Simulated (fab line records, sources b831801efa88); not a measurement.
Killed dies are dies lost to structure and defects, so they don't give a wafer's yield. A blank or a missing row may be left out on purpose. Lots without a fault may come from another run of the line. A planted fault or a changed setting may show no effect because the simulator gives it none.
Chamber matching | flow sky130 | SKY_VIA3_ETCH_15 on rie_diel-04: 4 sister chambers
The step etches SiO2 in C4F8/O2/Ar, stops on TiN, target depth 507 nm, time 78 s. 4 wafers are shown with their chamber, then 10 later ones without.

WAFERS WITH THEIR CHAMBER
wafer  | chamber | rf_fwd_power_W (W)
L086.4 | 2       | 1491
L086.5 | 1       | 1483
L087.2 | 3       | 1488
L087.4 | 0       | 1487

WAFERS WITHOUT THEIR CHAMBER
wafer  | rf_fwd_power_W (W)
L087.6 | 1493
L089.2 | 1491
L089.3 | 1485
L089.5 | 1492
L093.1 | 1484
L093.3 | 1482
L093.4 | 1488
L096.3 | 1489
L096.5 | 1487
L096.6 | 1486

WHICH CHAMBER EACH WENT THROUGH
wafer  | from the rows above          | in truth
L087.6 | 2                            | 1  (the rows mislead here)
L089.2 | 2                            | 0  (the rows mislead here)
L089.3 | can't be placed: 0 or 1 or 3 | 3
L089.5 | 2                            | 2
L093.1 | can't be placed: 1 or 0      | 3
L093.3 | 1                            | 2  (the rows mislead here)
L093.4 | can't be placed: 3 or 0      | 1
L096.3 | can't be placed: 3 or 0 or 2 | 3
L096.5 | can't be placed: 0 or 3      | 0
L096.6 | can't be placed: 0 or 3 or 1 | 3
Placed correctly: 1 of 10. Can't be placed from these rows: 6 (the true chamber is among the candidates in 4). Placed wrongly: 3.
How it was worked out, from the rows above alone: a wafer's distance from a chamber is the root of the sum, over the readings, of the square of ((its reading less the chamber's mean) divided by the reading's scatter). The wafer belongs to the nearest chamber; if the next one is less than 2 further off, it can't be placed. A chamber's mean is the mean of its shown wafers. The scatter: with one shown wafer a chamber, the root of the mean of the squares of how far each hidden wafer lies from its nearest shown one.
